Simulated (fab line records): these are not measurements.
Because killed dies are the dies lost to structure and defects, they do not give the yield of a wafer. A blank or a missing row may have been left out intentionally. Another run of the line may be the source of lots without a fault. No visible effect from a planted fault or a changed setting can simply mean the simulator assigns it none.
A struck lot beside a sound one + flow sfq line + 21 out of 325 route steps
Sound: these wafers, L716.2, L716.3, L716.5. Struck: wafer L723.2 (L723.4, L723.5, from the same lot, were not struck and are left out); the cause is given at the end.
At each step with rows: each side's tool, then ch and its chambers, then its first start. Under that, the readings that differ: sound wafers + struck wafers + difference of the means + sigmas: that difference in standard deviations of wafers without a fault.
alike: a reading whose means differ by less than 2 such deviations, as well as words and numbers matching on both sides. not compared: withheld readings; readings where some wafer has no value; bounds like >300 that might hide an equal value; numbers whose values overlap and for which the record gives no deviation.
A row with sigmas, a row that says differs or no value, or rows on one side alone: a step with any of these is where the two part. Numbers that have no deviation but don't overlap get no sigmas and don't part them. A reading missing from all wafers of one side parts the sides only when that side holds two or more wafers.

first, 6 steps without rows for these wafers: SFQ_TRILAYER_R5_LITHO_COAT_141 (resist thk 62 nm); SFQ_TRILAYER_R5_LITHO_COAT_136 (resist thk 600 nm); SFQ_TRILAYER_R5_LITHO_SOFTBAKE_140; SFQ_TRILAYER_R5_LITHO_EXPOSE_137 (exposes mask R5, target cd 500 nm); SFQ_TRILAYER_R5_LITHO_PEB_139 (peb time 60 s); SFQ_TRILAYER_R5_LITHO_DEVELOP_138 (time 60 s).
SFQ_R5_OVL_MEAS_935:
  sound on overlay-01, day 64 05:29; struck on overlay-02, day 66 18:41
  alike: R5_OVL
SFQ_TRILAYER_R5_BARC_OPEN_METAL_ETCH_177: etches BARC in O2, target depth 125 nm, time 41.7 s.
  sound on rie metal-03 ch 0,1, day 64 05:31; struck on rie metal-03 ch 1, day 66 18:43
| reading               | sound             | struck | difference | sigmas |
|-----------------------|-------------------|--------|------------|--------|
| oes product au (a.u.) | 0.685 0.684 0.686 | 0.697  | +0.012     | +3     |
  alike: drypump motor current A
  not compared: rf hours counter h
SFQ_TRILAYER_R5_ETCH_METAL_ETCH_139: etches the open film in Cl2, stops on SiO2, target depth 60 nm, time 40 s.
  sound on rie metal-03 ch 0,1, day 64 05:34; struck on rie metal-03 ch 1, day 66 18:46
  alike: drypump motor current A, oes product au
  not compared: rf hours counter h
SFQ_TRILAYER_R5_STRIP_STRIP_140: strips in O2.
  sound on rie metal-03 ch 0,1, day 64 05:38; struck on rie metal-03 ch 1, day 66 18:50
  alike: drypump motor current A, oes product au
  not compared: rf hours counter h
then, 1 step without rows for these wafers: SFQ_TRILAYER_R5_STRIP_SOLV_CLEAN_141 (cleans in NMP, time 600 s).
SFQ_TRILAYER_A5C_DEP_PECVD_142: deposits SiO2 from SiH4/N2O, time 15.556 s, target thk 70 nm.
  sound on pecvd-04 ch 0,1,2, day 64 06:24; struck on pecvd-02 ch 0, day 66 19:36
  alike: heater power w, throttle valve pct
SFQ_TRILAYER_I5_LITHO_COAT_149: resist thk 62 nm.
  sound on litho track-03 ch 0, day 64 06:29; struck on litho track-03 ch 0, day 66 19:41
| reading                                              | sound             | struck | difference | sigmas |
|------------------------------------------------------|-------------------|--------|------------|--------|
| model.BARC_of_TRILAYER_I5_LITHO_COAT_149.thk nm (nm) | 62.12 62.17 61.91 | 58.55  | -3.52      |        |
then, 5 steps without rows for these wafers: SFQ_TRILAYER_I5_LITHO_COAT_144 (resist thk 650 nm); SFQ_TRILAYER_I5_LITHO_SOFTBAKE_148; SFQ_TRILAYER_I5_LITHO_EXPOSE_145 (exposes mask I5, target cd 700 nm); SFQ_TRILAYER_I5_LITHO_PEB_147 (peb time 60 s); SFQ_TRILAYER_I5_LITHO_DEVELOP_146 (time 60 s).
-- the record jumps here: 6 days lie between the struck wafers' starts before and after --
SFQ_I5_OVL_MEAS_936:
  sound on overlay-02, day 70 00:05; struck on overlay-02, day 72 15:48
  alike: I5_OVL
SFQ_TRILAYER_I5_BARC_OPEN_VIA_ETCH_200: etches BARC in O2, target depth 125 nm, time 41.7 s.
  sound on rie diel-03 ch 0,1, day 70 00:07; struck on rie diel-03 ch 3, day 72 15:50
| reading                  | sound             | struck | difference | sigmas |
|--------------------------|-------------------|--------|------------|--------|
| oes product au (a.u.)    | 0.689 0.689 0.691 | 0.670  | -0.020     | -5     |
| model.etch.depth nm (nm) | 62.12 62.17 61.91 | 58.55  | -3.52      |        |
  alike: drypump motor current A
  not compared: rf hours counter h
SFQ_TRILAYER_I5_ETCH_VIA_ETCH_147: etches the open film in CHF3, stops on Nb, target depth 360 nm.
  sound on rie diel-03 ch 0,1, day 70 00:09; struck on rie diel-03 ch 3, day 72 15:52
  alike: drypump motor current A, oes product au

== WHERE THEY PART ==
Last at SFQ_TRILAYER_I5_BARC_OPEN_VIA_ETCH_200 as far as this record goes, first at SFQ_TRILAYER_R5_BARC_OPEN_METAL_ETCH_177. Later steps at which nothing parts them and some readings are alike: SFQ_TRILAYER_I5_ETCH_VIA_ETCH_147.

WHY: what had been put in by the simulator
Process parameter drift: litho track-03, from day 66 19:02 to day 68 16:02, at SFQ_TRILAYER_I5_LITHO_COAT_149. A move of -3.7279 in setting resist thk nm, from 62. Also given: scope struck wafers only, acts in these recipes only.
